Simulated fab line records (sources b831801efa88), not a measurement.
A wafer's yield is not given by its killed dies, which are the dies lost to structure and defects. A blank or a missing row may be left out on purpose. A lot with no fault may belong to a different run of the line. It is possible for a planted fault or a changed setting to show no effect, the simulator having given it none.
fab line records	flow sky130
[record] lots = 6	wafers = 18	last_day = 50
route steps=708 shown GATE_OXIDE@201 POLY_GATE@204 RES_PROTECT@206 LDD_N@237 PAD_OPEN@708
lots that met no fault: taken from a fault-free run of the same line
start_h: the number of hours between the record's first day and the start of the first shown wafer of the lot	wait_h: time in hours since the lot's previous step	" unchanged from the row above	L1.1+2: a row that stands for several wafers	- either no value or no given start	* or withheld: withheld	< > ~ a bound
route shown NAME@n: NAME is a module with steps in the file, n the number in the route of the first one	usual: average and standard deviation across the fault-free wafers	same: alike in all rows	chamber/n: place in a boat	sites: per-site readings	_std_site: the values' standard deviation	_edge_site: the outer-site mean with the inner-site mean subtracted	radius_mm: how far each site lies from the wafer's centre	mask NAME#n: copy n	behind: the tool/chamber that last shaped the wafer	hold: the reason the lot was held/the length of the hold in hours/how it ended	device: which transistor (n, p or np) failed to switch	end of line: tests run on the same wafers once the route is complete	where a step has no rows: the recipe by itself	killed: at the first sort, the dies lost to defects and structure; wafer yield is something else	map: a wafer's dies, marking killed ones x, the rest . and places with no die _
set.NAME: the run value of the setting; set.NAME@STEP: its run value at that earlier step	model.NAME: the simulator's own value behind a step, which no gauge read
lots at some steps of the route; a table a step, a row a wafer
services: when a tool's chamber went out of use (start_h, in hours from the record's first day, below 0 if earlier), for how many hours, and the reason
[[steps]]
[step SKY_GATE_OXIDE_TW_MEAS_14]
[usual] GATE_OXIDE_TW = 224.4/2.2
lot.wafer	tool	chamber	start_h	wait_h	GATE_OXIDE_TW
L431.2	film_metro-04	-	329.83	0.1	222.4
L431.3	"	-	"	"	222.3
L431.4	"	-	"	"	221.8
L439.1	film_metro-04	-	383.75	0.1	223.1
L439.2	"	-	"	"	223.5
L439.3	"	-	"	"	225.1
L440.1	film_metro-03	-	397.32	0.1	225.9
L440.2	"	-	"	"	224.2
L440.6	"	-	"	"	225.7
L441.1	film_metro-04	-	397.76	0.1	224.1
L441.3	"	-	"	"	223.6
L441.5	"	-	"	"	222.2
L450.1	film_metro-03	-	476.36	0.1	226.5
L450.3	"	-	"	"	226.3
L450.5	"	-	"	"	226.2
L452.2	film_metro-01	-	487.12	0.1	227.0
L452.3	"	-	"	"	226.5
L452.6	"	-	"	"	227.6
[step SKY_GATE_OXIDE_CLEAN_15]
[recipe] chemistry = SC1/SC2	mix = 1:4:20	temp_c = 70	time_s = 150	dry = n2_spin
[step SKY_GATE_OXIDE_OXIDATION_16]
[recipe] temp_c = 800	ambient = O2	idle_temp_c = 700	ramp_up_c_per_min = 10	ramp_down_c_per_min = 3	stabilise_s = 600	purge_s = 300	target_thk_a = 35.7	ox_time_s = 1915
[step SKY_POLY_GATE_CVD_00]
[recipe] material = poly-Si	target_thk_nm = 180	temp_c = 620	time_s = 720	pressure_mtorr = 200
[step SKY_POLY_GATE_THK_MEAS_01]
[recipe] reads = poly-Si_of_POLY_GATE_CVD_00
[usual] POLY_GATE_CVD_00_THK = 179.5/1.6
lot.wafer	tool	chamber	start_h	wait_h	POLY_GATE_CVD_00_THK[nm]
L431.2	film_metro-04	-	333.35	0.0	177.7
L431.3	"	-	"	"	178.1
L431.4	"	-	"	"	179.8
L439.1	film_metro-03	-	388.12	0.0	180.4
L439.2	"	-	"	"	181.6
L439.3	"	-	"	"	180.9
L440.1	film_metro-04	-	400.86	0.0	180.6
L440.2	"	-	"	"	180.8
L440.6	"	-	"	"	179.7
L441.1	film_metro-02	-	400.90	0.0	178.6
L441.3	"	-	"	"	180.7
L441.5	"	-	"	"	181.3
L450.1	film_metro-02	-	497.62	0.1	179.2
L450.3	"	-	"	"	178.1
L450.5	"	-	"	"	178.8
L452.2	film_metro-04	-	497.63	0.1	179.0
L452.3	"	-	"	"	177.8
L452.6	"	-	"	"	176.9
[step SKY_RES_PROTECT_DEHYDRATE_00]
[recipe] temp_c = 200	time_s = 60
[step SKY_RES_PROTECT_HMDS_01]
[recipe] prime_time_s = 60	prime_temp_c = 120
[step SKY_RES_PROTECT_COAT_02]
[recipe] resist = NOVOLAK	spin_rpm = 3000	resist_thk_nm = 1140
[step SKY_RES_PROTECT_SOFTBAKE_03]
[recipe] temp_c = 90	time_s = 60	resist = NOVOLAK
[step SKY_RES_PROTECT_EXPOSE_04]
[recipe] mask_id = RPM	na = 0.6	source_shape = conventional	sigma_outer = 0.6	polarization = unpolarized	target_cd_nm = 1270	dose_mj = 131
[step SKY_RES_PROTECT_PEB_05]
[recipe] temp_c = withheld	time_s = *	resist = NOVOLAK
[step SKY_RES_PROTECT_DEVELOP_06]
[recipe] resist = NOVOLAK	developer = TMAH	develop_time_s = 60	dev_temp_c = 23
[step SKY_POLY_GATE_IMPLANT_02]
[recipe] species = P	energy_kev = 30	dose_cm2 = 7.7e+15	tilt_deg = 0
[usual] beam_on_s = 35.6/2.2	end_station_pressure_torr = 1.08e-05/8.7e-07	faraday_current_uA = 11981/760
lot.wafer	tool	chamber	start_h	wait_h	beam_on_s	end_station_pressure_torr	faraday_current_uA
L431.2	implanter-03	0	360.00	0.1	37.3	1.04e-05	11399
L431.3	"	0	"	"	37.7	1e-05	11346
L431.4	"	0	"	"	37.5	9.9e-06	11361
L439.1	implanter-02	0	417.33	0.1	32.9	1.19e-05	12888
L439.2	"	0	"	"	31.0	1.23e-05	13599
L439.3	"	0	"	"	33.1	1.23e-05	12835
L440.1	implanter-02	0	430.92	0.1	33.0	1.08e-05	12876
L440.2	"	0	"	"	33.6	1.15e-05	12580
L440.6	"	0	"	"	31.8	1.24e-05	13316
L441.1	implanter-01	0	431.10	0.1	36.3	1.03e-05	11703
L441.3	"	0	"	"	37.2	1.06e-05	11381
L441.5	"	0	"	"	37.8	1.05e-05	11282
L450.1	implanter-01	0	528.78	0.1	36.6	1.05e-05	11587
L450.3	"	0	"	"	36.4	1.03e-05	11684
L450.5	"	0	"	"	37.3	1e-05	11398
L452.2	implanter-02	0	529.07	0.1	32.6	1.08e-05	13024
L452.3	"	0	"	"	32.9	1.06e-05	12930
L452.6	"	0	"	"	33.2	1.24e-05	12787
[step SKY_RES_PROTECT_STRIP_07]
[recipe] chemistry = O2/N2	power_w = 1400	pressure_mtorr = 1500	platen_temp_c = withheld	o2_flow_sccm = 3000	n2_flow_sccm = 300	overash_fraction = 0.5
[usual] drypump_motor_current_A = 5.6/0.46	oes_product_au = 0.518/0.0046	strip_time_to_endpoint_s = 23.32/0.044
lot.wafer	tool	chamber	start_h	wait_h	drypump_motor_current_A	oes_product_au	rf_hours_counter_h	strip_time_to_endpoint_s
L431.2	plasma_asher-02	1	360.12	0.1	5.6	0.522	66	23.32
L431.3	"	0	"	"	4.9	0.519	-	23.31
L431.4	"	1	"	"	5.6	0.527	-	23.30
L439.1	plasma_asher-02	0	417.48	0.1	4.9	0.513	72	23.29
L439.2	"	1	"	"	5.6	0.516	72	23.32
L439.3	"	1	"	"	5.6	0.515	-	23.28
L440.1	plasma_asher-03	0	431.07	0.1	6.1	0.527	62	23.29
L440.2	"	1	"	"	5.1	0.515	62	23.32
L440.6	"	1	"	"	5.1	0.519	-	23.31
L441.1	plasma_asher-04	0	431.25	0.1	5.8	0.522	73	23.25
L441.3	"	0	"	"	5.8	0.521	-	23.26
L441.5	"	0	"	"	5.8	0.515	-	23.25
L450.1	plasma_asher-04	0	528.93	0.1	5.7	0.523	85	23.30
L450.3	"	0	"	"	5.7	0.523	-	23.34
L450.5	"	0	"	"	5.7	0.523	-	23.31
L452.2	plasma_asher-02	1	529.20	0.1	5.6	0.523	8	23.32
L452.3	"	0	"	"	4.9	0.517	-	23.37
L452.6	"	1	"	"	5.6	0.523	-	23.32
[step SKY_RES_PROTECT_TW_MEAS_08]
[usual] POLY_GATE_TW = 4023/38
lot.wafer	tool	chamber	start_h	wait_h	POLY_GATE_TW
L431.2	film_metro-01	-	360.23	0.1	4073
L431.3	"	-	"	"	4096
L431.4	"	-	"	"	4102
L439.1	film_metro-01	-	417.58	0.1	4056
L439.2	"	-	"	"	3996
L439.3	"	-	"	"	4041
L440.1	film_metro-02	-	431.17	0.1	4035
L440.2	"	-	"	"	4031
L440.6	"	-	"	"	4012
L441.1	film_metro-04	-	431.35	0.1	4023
L441.3	"	-	"	"	4031
L441.5	"	-	"	"	4013
L450.1	film_metro-04	-	529.03	0.1	3976
L450.3	"	-	"	"	3987
L450.5	"	-	"	"	3978
L452.2	film_metro-01	-	529.31	0.1	4058
L452.3	"	-	"	"	4071
L452.6	"	-	"	"	4067
[step SKY_RES_PROTECT_CLEAN_09]
[recipe] chemistry = SC1/SC2	mix = 1:4:20	temp_c = 70	time_s = 150	dry = n2_spin
[step SKY_POLY_GATE_CVD_03]
[recipe] material = Si3N4	precursor = DCS/NH3	target_thk_nm = 75	temp_c = 770	time_s = 1290	pressure_mtorr = 250
[step SKY_POLY_GATE_THK_MEAS_04]
[recipe] reads = Si3N4_of_POLY_GATE_CVD_03
[usual] POLY_GATE_CVD_03_THK = 75.0/0.76
lot.wafer	tool	chamber	start_h	wait_h	POLY_GATE_CVD_03_THK[nm]
L431.2	film_metro-04	-	362.79	0.0	75.9
L431.3	"	-	"	"	75.4
L431.4	"	-	"	"	76.1
L439.1	film_metro-02	-	420.91	0.0	74.4
L439.2	"	-	"	"	74.4
L439.3	"	-	"	"	74.4
L440.1	film_metro-02	-	432.64	0.0	75.7
L440.2	"	-	"	"	76.3
L440.6	"	-	"	"	75.3
L441.1	film_metro-03	-	434.00	0.0	74.9
L441.3	"	-	"	"	74.0
L441.5	"	-	"	"	74.2
L450.1	film_metro-04	-	531.22	0.0	75.0
L450.3	"	-	"	"	75.1
L450.5	"	-	"	"	75.1
L452.2	film_metro-02	-	531.29	0.1	74.2
L452.3	"	-	"	"	74.4
L452.6	"	-	"	"	74.3
[step SKY_POLY_GATE_DEHYDRATE_05]
[recipe] temp_c = 200	time_s = 60
[step SKY_POLY_GATE_HMDS_06]
[recipe] prime_time_s = 60	prime_temp_c = 120
[step SKY_POLY_GATE_COAT_07]
[recipe] resist = BARC	temp_c = withheld	time_s = withheld	spin_rpm = 3000	resist_thk_nm = 110
[step SKY_POLY_GATE_COAT_08]
[recipe] resist = KrF-thick	spin_rpm = 3000	resist_thk_nm = 450
[step SKY_POLY_GATE_SOFTBAKE_09]
[recipe] temp_c = 100	time_s = 90	resist = KrF-thick
[step SKY_POLY_GATE_EXPOSE_10]
[recipe] mask_id = P1M	na = 0.68	source_shape = conventional	sigma_outer = 0.6	target_cd_nm = 150	dose_mj = 28
[step SKY_POLY_GATE_PEB_11]
[recipe] peb_temp_c = withheld	peb_time_s = withheld	resist = KrF-thick
[step SKY_POLY_GATE_DEVELOP_12]
[recipe] develop_time_s = 60	resist = KrF-thick	dev_temp_c = 22.21
[step SKY_POLY_GATE_CD_MEAS_13]
[recipe] target_cd_nm = 150
[usual] cd_nm = 150.0/1.3
lot.wafer	tool	chamber	start_h	wait_h	cd_nm
L431.2	cd_sem-01	-	392.67	-	150.9
L431.3	"	-	"	"	149.1
L431.4	"	-	"	"	149.5
L439.1	cd_sem-02	-	452.05	-	149.9
L439.2	"	-	"	"	150.2
L439.3	"	-	"	"	150.9
L440.1	cd_sem-02	-	463.80	-	152.9
L440.2	"	-	"	"	152.0
L440.6	"	-	"	"	151.7
L441.1	cd_sem-01	-	465.75	-	150.3
L441.3	"	-	"	"	150.7
L441.5	"	-	"	"	149.8
L450.1	cd_sem-02	-	560.71	-	149.2
L450.3	"	-	"	"	148.5
L450.5	"	-	"	"	149.0
L452.2	cd_sem-02	-	561.78	-	150.2
L452.3	"	-	"	"	149.2
L452.6	"	-	"	"	150.2
[step SKY_POLY_GATE_OVL_MEAS_14]
[usual] POLY_GATE_OVL = 0/4.7
lot.wafer	tool	chamber	start_h	wait_h	POLY_GATE_OVL[nm]
L431.2	overlay-02	-	392.77	0.1	4
L431.3	"	-	"	"	-10
L431.4	"	-	"	"	-5
L439.1	overlay-02	-	452.17	0.1	5
L439.2	"	-	"	"	6
L439.3	"	-	"	"	5
L440.1	overlay-01	-	463.92	0.1	3
L440.2	"	-	"	"	6
L440.6	"	-	"	"	7
L441.1	overlay-01	-	465.87	0.1	-3
L441.3	"	-	"	"	1
L441.5	"	-	"	"	-7
L450.1	overlay-02	-	560.83	0.1	-7
L450.3	"	-	"	"	-7
L450.5	"	-	"	"	-6
L452.2	overlay-01	-	561.89	0.1	1
L452.3	"	-	"	"	2
L452.6	"	-	"	"	-1
[step SKY_POLY_GATE_ETCH_15]
[recipe] chemistry = N2/H2	target = BARC	ion_energy_ev = 200	source_w = 500	bias_w = 100	pressure_mtorr = 30	n2_flow_sccm = 100	h2_flow_sccm = 200	stop_on = SiO2	time_s = 118.5	target_depth_a = 1100
[usual] drypump_motor_current_A = 5.8/0.46	oes_product_au = 0.717/0.0049	throttle_valve_pct = 13.213/0.0085
lot.wafer	tool	chamber	start_h	wait_h	drypump_motor_current_A	oes_product_au	rf_hours_counter_h	throttle_valve_pct
L431.2	rie_diel-01	1	392.80	0.0	5.7	0.712	84	13.214
L431.3	"	0	"	"	6.2	0.713	17	13.199
L431.4	"	2	"	"	5.0	0.714	7	13.218
L439.1	rie_diel-03	0	452.20	0.0	6.4	0.714	28	13.204
L439.2	"	2	"	"	5.7	0.720	61	13.210
L439.3	"	1	"	"	6.5	0.715	65	13.208
L440.1	rie_diel-03	0	463.95	0.0	6.4	0.720	29	13.203
L440.2	"	1	"	"	6.5	0.712	66	13.221
L440.6	"	0	"	"	6.4	0.718	-	13.216
L441.1	rie_diel-03	1	465.90	0.0	6.4	0.717	66	13.212
L441.3	"	0	"	"	6.4	0.712	29	13.207
L441.5	"	0	"	"	6.4	0.710	-	13.211
L450.1	rie_diel-01	3	560.87	0.0	5.4	0.710	6	13.205
L450.3	"	1	"	"	5.6	0.713	0	13.226
L450.5	"	0	"	"	6.2	0.706	-	13.226
L452.2	rie_diel-03	2	561.92	0.0	5.8	0.727	63	13.215
L452.3	"	1	"	"	6.5	0.720	68	13.199
L452.6	"	0	"	"	6.4	0.723	-	13.223
[step SKY_POLY_GATE_ETCH_16]
[recipe] stop_on = poly-Si	chemistry = CH3F/O2	target = Si3N4	source_w = 400	bias_w = 80	pressure_mtorr = 25	ch3f_flow_sccm = 40	O2_flow_sccm = 30	time_s = 147.5	target_depth_a = 750
[usual] drypump_motor_current_A = 5.8/0.46	oes_product_au = 0.641/0.0057	throttle_valve_pct = 10.535/0.0086
lot.wafer	tool	chamber	start_h	wait_h	drypump_motor_current_A	oes_product_au	rf_hours_counter_h	throttle_valve_pct
L431.2	rie_diel-01	1	392.89	0.0	5.6	0.653	84	10.533
L431.3	"	0	"	"	6.2	0.640	17	10.526
L431.4	"	2	"	"	5.0	0.652	7	10.539
L439.1	rie_diel-03	0	452.28	0.0	6.4	0.637	28	10.534
L439.2	"	2	"	"	5.7	0.644	61	10.529
L439.3	"	1	"	"	6.5	0.637	65	10.530
L440.1	rie_diel-03	0	464.03	0.0	6.4	0.653	29	10.526
L440.2	"	1	"	"	6.4	0.646	66	10.532
L440.6	"	0	"	"	6.4	0.639	-	10.535
L441.1	rie_diel-03	1	465.99	0.0	6.5	0.629	66	10.527
L441.3	"	0	"	"	6.4	0.634	29	10.547
L441.5	"	0	"	"	6.4	0.629	-	10.541
L450.1	rie_diel-01	3	560.95	0.0	5.4	0.639	6	10.535
L450.3	"	1	"	"	5.6	0.635	0	10.535
L450.5	"	0	"	"	6.2	0.651	-	10.531
L452.2	rie_diel-03	2	562.00	0.0	5.7	0.637	63	10.538
L452.3	"	1	"	"	6.5	0.641	68	10.525
L452.6	"	0	"	"	6.4	0.633	-	10.546
[step SKY_POLY_GATE_ETCH_17]
[recipe] target_depth_nm = 180	stop_on = SiO2	over_etch_frac = 0.56667	chemistry = HBr/Cl2	target = poly-Si	icp_w = 400	bias_w = 100	pressure_mtorr = 10	HBr_flow_sccm = 150	Cl2_flow_sccm = 50	time_s = 70.5
[usual] drypump_motor_current_A = 5.8/0.34	oes_product_au = 0.984/0.0089	throttle_valve_pct = 33.684/0.01
lot.wafer	tool	chamber	start_h	wait_h	drypump_motor_current_A	oes_product_au	rf_hours_counter_h	throttle_valve_pct
L431.2	rie_si-01	3	392.98	0.0	6.1	0.978	23	33.687
L431.3	"	0	"	"	5.3	0.979	48	33.695
L431.4	"	2	"	"	5.7	0.980	39	33.677
L439.1	rie_si-01	0	452.38	0.0	5.3	0.992	49	33.669
L439.2	"	1	"	"	6.0	0.972	1	33.692
L439.3	"	3	"	"	6.1	0.993	24	33.677
L440.1	rie_si-02	3	464.13	0.0	5.5	0.988	0	33.696
L440.2	"	0	"	"	6.0	0.989	2	33.681
L440.6	"	1	"	"	5.3	0.991	-	33.669
L441.1	rie_si-02	0	466.09	0.0	6.0	0.983	2	33.686
L441.3	"	3	"	"	5.5	0.995	0	33.688
L441.5	"	0	"	"	6.0	0.996	-	33.678
L450.1	rie_si-02	2	561.05	0.0	6.2	0.971	3	33.676
L450.3	"	3	"	"	5.5	0.986	1	33.682
L450.5	"	1	"	"	5.3	0.985	-	33.700
L452.2	rie_si-02	1	562.10	0.0	5.3	0.989	23	33.666
L452.3	"	3	"	"	5.5	0.971	1	33.699
L452.6	"	3	"	"	5.5	0.967	-	33.692
[step SKY_POLY_GATE_STRIP_18]
[recipe] chemistry = O2/N2	power_w = 1400	pressure_mtorr = 1500	platen_temp_c = withheld	o2_flow_sccm = 3000	n2_flow_sccm = 300	overash_fraction = 0.5
[usual] drypump_motor_current_A = 5.7/0.62	oes_product_au = 0.362/0.005	strip_time_to_endpoint_s = 3.19/0.049
lot.wafer	tool	chamber	start_h	wait_h	drypump_motor_current_A	oes_product_au	rf_hours_counter_h	strip_time_to_endpoint_s
L431.2	plasma_asher-02	1	393.04	0.0	5.6	0.362	70	3.12
L431.3	"	1	"	"	5.5	0.359	-	3.26
L431.4	"	0	"	"	4.9	0.359	-	3.20
L439.1	plasma_asher-01	1	452.44	0.0	5.5	0.358	33	3.19
L439.2	"	0	"	"	6.6	0.366	33	3.26
L439.3	"	0	"	"	6.6	0.364	-	3.21
L440.1	plasma_asher-02	1	464.19	0.0	5.5	0.361	3	3.23
L440.2	"	0	"	"	4.9	0.364	3	3.26
L440.6	"	0	"	"	4.9	0.367	-	3.20
L441.1	plasma_asher-01	0	466.14	0.0	6.6	0.364	34	3.22
L441.3	"	1	"	"	5.5	0.365	-	3.23
L441.5	"	0	"	"	6.6	0.361	-	3.22
L450.1	plasma_asher-03	1	561.11	0.0	5.1	0.362	73	3.21
L450.3	"	0	"	"	6.1	0.366	-	3.18
L450.5	"	0	"	"	6.1	0.366	-	3.17
L452.2	plasma_asher-01	1	562.16	0.0	5.5	0.363	45	3.16
L452.3	"	1	"	"	5.5	0.357	-	3.23
L452.6	"	1	"	"	5.5	0.359	-	3.21
[step SKY_POLY_GATE_CLEAN_19]
[recipe] chemistry = SC1/SC2	mix = 1:4:20	temp_c = 70	time_s = 150	dry = n2_spin
[step SKY_POLY_GATE_OXIDATION_20]
[recipe] temp_c = 850	ambient = O2	stabilise_s = 600	purge_s = 300	target_thk_a = 40	ox_time_s = 899
[step SKY_POLY_GATE_THK_MEAS_21]
[recipe] reads = SiO2_of_POLY_GATE_OXIDATION_20
[usual] POLY_GATE_OXIDATION_THK = 3.98/0.091
lot.wafer	tool	chamber	start_h	wait_h	POLY_GATE_OXIDATION_THK[nm]
L431.2	film_metro-03	-	394.57	0.0	4.15
L431.3	"	-	"	"	4.12
L431.4	"	-	"	"	4.08
L439.1	film_metro-03	-	453.84	0.0	3.95
L439.2	"	-	"	"	3.88
L439.3	"	-	"	"	4.03
L440.1	film_metro-03	-	465.59	0.0	3.88
L440.2	"	-	"	"	3.89
L440.6	"	-	"	"	3.82
L441.1	film_metro-03	-	467.55	0.0	3.77
L441.3	"	-	"	"	3.84
L441.5	"	-	"	"	3.79
L450.1	film_metro-04	-	562.50	0.0	4.06
L450.3	"	-	"	"	3.97
L450.5	"	-	"	"	4.01
L452.2	film_metro-03	-	563.82	0.1	3.97
L452.3	"	-	"	"	3.95
L452.6	"	-	"	"	4.08
[step SKY_POLY_GATE_CD_MEAS_22]
[usual] cd_nm = 149/3.3
lot.wafer	tool	chamber	start_h	wait_h	cd_nm
L431.2	cd_sem-02	-	394.64	0.1	147
L431.3	"	-	"	"	151
L431.4	"	-	"	"	146
L439.1	cd_sem-02	-	453.90	0.1	152
L439.2	"	-	"	"	143
L439.3	"	-	"	"	148
L440.1	cd_sem-02	-	465.65	0.1	153
L440.2	"	-	"	"	156
L440.6	"	-	"	"	153
L441.1	cd_sem-02	-	467.61	0.1	154
L441.3	"	-	"	"	153
L441.5	"	-	"	"	155
L450.1	cd_sem-02	-	562.56	0.1	149
L450.3	"	-	"	"	145
L450.5	"	-	"	"	148
L452.2	cd_sem-01	-	564.01	0.2	142
L452.3	"	-	"	"	150
L452.6	"	-	"	"	152
[step SKY_LDD_N_DEHYDRATE_00]
[recipe] temp_c = 200	time_s = 60
[step SKY_LDD_N_HMDS_01]
[recipe] prime_time_s = 60	prime_temp_c = 120
[step SKY_LDD_N_COAT_02]
[recipe] resist = NOVOLAK	spin_rpm = 3000	resist_thk_nm = 300
[step SKY_LDD_N_SOFTBAKE_03]
[recipe] temp_c = 90	time_s = 60	resist = NOVOLAK
[step SKY_LDD_N_EXPOSE_04]
[recipe] mask_id = NTM	target_cd_nm = 840	na = 0.6	source_shape = conventional	sigma_outer = 0.6	dose_mj = 110
[step SKY_LDD_N_PEB_05]
[recipe] temp_c = withheld	time_s = *	resist = NOVOLAK
[step SKY_PAD_OPEN_PROBE_99]
[usual] killed_at_M0_to_M3 = 44/6.9	killed_at_M4_up = 3.3/2	killed_at_contacts = 25/5.4	killed_at_front_end = 16/4.6	killed_at_other = 0.2/0.51	killed_dies = 88/8.9	killed_open = 48/6.8	killed_short = 39/5.8
[same] gross_dies = 492	killed_at_back_side = 0
lot.wafer	tool	chamber	start_h	wait_h	killed_at_M0_to_M3	killed_at_M4_up	killed_at_contacts	killed_at_front_end	killed_at_other	killed_dies	killed_open	killed_short	model.etest.res_poly.rs_ohm_sq_rim_less_centre	model.etest.res_poly.rs_ohm_sq_range
L439.1	prober-01	-	1135.61	0.1	49	7	20	9	0	85	47	34	-3.077	3.277
L439.2	prober-01	-	1135.66	0.1	42	7	25	16	0	90	50	39	-3.056	3.291
L439.3	prober-01	-	1135.71	0.2	51	4	16	14	0	85	48	37	-3.024	3.233
L440.1	prober-02	-	1138.14	0.1	32	5	25	11	0	73	42	31	-3.368	3.699
L440.2	prober-02	-	1138.19	0.1	43	2	20	20	0	85	40	45	-3.48	3.709
L440.6	prober-02	-	1138.39	0.2	37	6	22	14	0	79	47	31	-3.064	3.827
L441.1	prober-01	-	1138.86	0.1	44	1	24	16	0	85	44	39	-0.4588	1.31
L441.3	prober-01	-	1138.96	0.2	59	1	18	18	0	96	43	53	-0.5065	1.417
L441.5	prober-01	-	1139.06	0.2	48	5	26	21	0	100	53	45	-0.6567	1.016
L450.1	prober-01	-	1196.78	0.1	40	5	22	14	1	82	45	36	-0.1695	1.008
L450.3	prober-01	-	1196.88	0.2	37	5	31	11	0	84	52	32	-0.9983	1.444
L450.5	prober-01	-	1196.98	0.2	48	9	14	9	0	80	46	34	-0.7629	0.998
L452.2	prober-01	-	1199.84	0.1	37	1	35	18	0	91	59	32	-0.5972	1.121
L452.3	prober-01	-	1199.89	0.2	43	4	26	14	0	87	38	49	-0.7621	0.9847
L452.6	prober-01	-	1200.04	0.2	45	3	31	15	0	94	51	43	-0.1477	1.191
// killed by level:class
L439.1 VIA1:geometric_particle:open=13 LI_CONTACT:geometric_particle:open=10 METAL1:geometric_particle:short=7 CONTACT:geometric_particle:open=6 VIA3:geometric_particle:open=6 FIELD_ISO:geometric_particle:open=5 METAL2:geometric_particle:short=5 VIA1:geometric_particle:short=5
L439.2 VIA1:geometric_particle:open=15 CONTACT:geometric_particle:open=11 FIELD_ISO:geometric_particle:open=8 VIA1:geometric_particle:short=7 METAL4:geometric_particle:short=6 LI_CONTACT:geometric_particle:open=6 METAL1:geometric_particle:short=5 METAL2:geometric_particle:short=4
L439.3 VIA1:geometric_particle:open=12 METAL1:geometric_particle:short=8 VIA2:geometric_particle:open=8 VIA3:geometric_particle:open=7 FIELD_ISO:geometric_particle:open=6 LI_CONTACT:geometric_particle:open=4 CONTACT:geometric_particle:short=4 VIA3:geometric_particle:short=3
L440.1 CONTACT:geometric_particle:open=10 VIA2:geometric_particle:open=8 VIA1:geometric_particle:open=8 LI_CONTACT:geometric_particle:open=7 METAL1:geometric_particle:short=5 FIELD_ISO:geometric_particle:open=4 METAL3:geometric_particle:short=4 CONTACT:geometric_particle:short=4
L440.2 VIA2:geometric_particle:open=8 VIA1:geometric_particle:open=7 VIA1:geometric_particle:short=6 FIELD_ISO:geometric_particle:open=5 FIELD_ISO:geometric_particle:short=5 LI_CONTACT:geometric_particle:short=5 CONTACT:geometric_particle:short=5 METAL1:geometric_particle:short=5
L440.6 CONTACT:geometric_particle:open=10 VIA2:geometric_particle:open=10 METAL2:geometric_particle:short=7 FIELD_ISO:geometric_particle:open=5 METAL4:geometric_particle:short=5 LI_CONTACT:geometric_particle:open=5 VIA1:geometric_particle:open=5 VIA3:geometric_particle:open=5
L441.1 VIA1:geometric_particle:open=11 VIA1:geometric_particle:short=11 LI_CONTACT:geometric_particle:open=8 CONTACT:geometric_particle:open=6 METAL2:geometric_particle:short=5 VIA2:geometric_particle:open=5 CONTACT:geometric_particle:short=4 VIA2:geometric_particle:short=4
L441.3 METAL1:geometric_particle:short=11 VIA1:geometric_particle:open=8 VIA2:geometric_particle:open=8 METAL2:geometric_particle:short=7 VIA3:geometric_particle:open=7 CONTACT:geometric_particle:short=6 VIA1:geometric_particle:short=6 FIELD_ISO:geometric_particle:open=5
L441.5 CONTACT:geometric_particle:open=11 VIA1:geometric_particle:open=11 VIA3:geometric_particle:open=10 VIA3:geometric_particle:short=7 POLY_GATE:geometric_particle:short=6 LI_CONTACT:geometric_particle:open=6 LOCAL_INTERCONNECT:geometric_particle:short=6 METAL2:geometric_particle:short=6
L450.1 VIA1:geometric_particle:open=8 CONTACT:geometric_particle:open=7 LI_CONTACT:geometric_particle:open=6 VIA2:geometric_particle:open=6 VIA2:geometric_particle:short=5 VIA3:geometric_particle:open=5 VIA1:geometric_particle:short=5 FIELD_ISO:geometric_particle:short=4
L450.3 CONTACT:geometric_particle:open=12 VIA2:geometric_particle:open=9 LI_CONTACT:geometric_particle:open=8 VIA1:geometric_particle:open=7 VIA3:geometric_particle:open=6 LOCAL_INTERCONNECT:geometric_particle:short=5 METAL4:geometric_particle:short=5 LI_CONTACT:geometric_particle:short=4
L450.5 VIA2:geometric_particle:open=10 CONTACT:geometric_particle:open=9 VIA1:geometric_particle:open=9 VIA3:geometric_particle:open=7 METAL4:geometric_particle:short=7 FIELD_ISO:geometric_particle:short=5 METAL2:geometric_particle:short=5 METAL1:geometric_particle:short=4
L452.2 LI_CONTACT:geometric_particle:open=17 CONTACT:geometric_particle:open=11 VIA2:geometric_particle:open=8 VIA1:geometric_particle:open=8 CONTACT:geometric_particle:short=4 METAL1:geometric_particle:short=4 VIA1:geometric_particle:short=4 FIELD_ISO:geometric_particle:open=3
L452.3 VIA1:geometric_particle:open=10 CONTACT:geometric_particle:open=8 VIA1:geometric_particle:short=7 METAL1:geometric_particle:short=7 LOCAL_INTERCONNECT:geometric_particle:short=6 METAL3:geometric_particle:short=6 LI_CONTACT:geometric_particle:short=4 POLY_GATE:geometric_particle:short=3
L452.6 CONTACT:geometric_particle:open=12 METAL2:geometric_particle:short=10 VIA1:geometric_particle:open=9 LI_CONTACT:geometric_particle:open=8 CONTACT:geometric_particle:short=6 VIA2:geometric_particle:open=5 METAL1:geometric_particle:short=4 VIA3:geometric_particle:open=4
[[services]]
tool	chamber	start_h	hours	kind
implanter-01	-	346.42	2.4	pm
rie_diel-01	1	347.45	3.0	repair
rie_diel-03	-	347.61	1.8	repair
implanter-02	-	349.35	1.7	repair
implanter-02	-	351.86	2.6	pm
implanter-02	-	367.70	0.6	repair
implanter-02	-	372.95	2.0	repair
rie_si-02	-	374.37	0.4	repair
implanter-02	-	400.61	4.0	pm
plasma_asher-01	-	404.60	1.0	repair
plasma_asher-02	-	421.25	9.0	pm
implanter-01	-	451.33	4.0	repair
rie_si-01	-	452.92	28.1	pm
plasma_asher-02	-	466.15	2.8	pm
rie_diel-01	-	467.04	2.8	pm
rie_diel-01	-	483.97	1.0	repair
plasma_asher-02	-	484.95	15.1	pm
rie_si-01	1	494.41	10.2	repair
rie_diel-03	0	502.38	19.6	repair
rie_si-02	2	508.19	5.5	repair
plasma_asher-03	-	510.24	28.1	pm
rie_diel-03	1	550.03	5.7	repair
plasma_asher-02	-	550.25	4.6	repair
rie_diel-01	2	553.64	15.2	repair
[[key]]
first_sign none at tools or gauges
[model_effect] step = SKY_PAD_OPEN_PROBE_99	value = etest.res_poly.rs_ohm_sq_rim_less_centre	without = -0.2074	struck = -3.178
met_at SKY_POLY_GATE_IMPLANT_02
struck_wafers L439.1,L439.2,L439.3,L440.1,L440.2,L440.6
tester_left_out L439,L440
[fault] kind = process_parameter_drift	tool = implanter-02	chamber = -	onset_h = 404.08	steps = SKY_POLY_GATE_IMPLANT_02	channel = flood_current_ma	offset = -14	shape = step	end_h = 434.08
// tester_left_out: of these lots the tester's yield and bins aren't shown, on N5 and GAA mostly nor the transistor test; their killed dies are dies lost to structure and defects alone, not to doping, threshold or leakage, so they don't give the yield
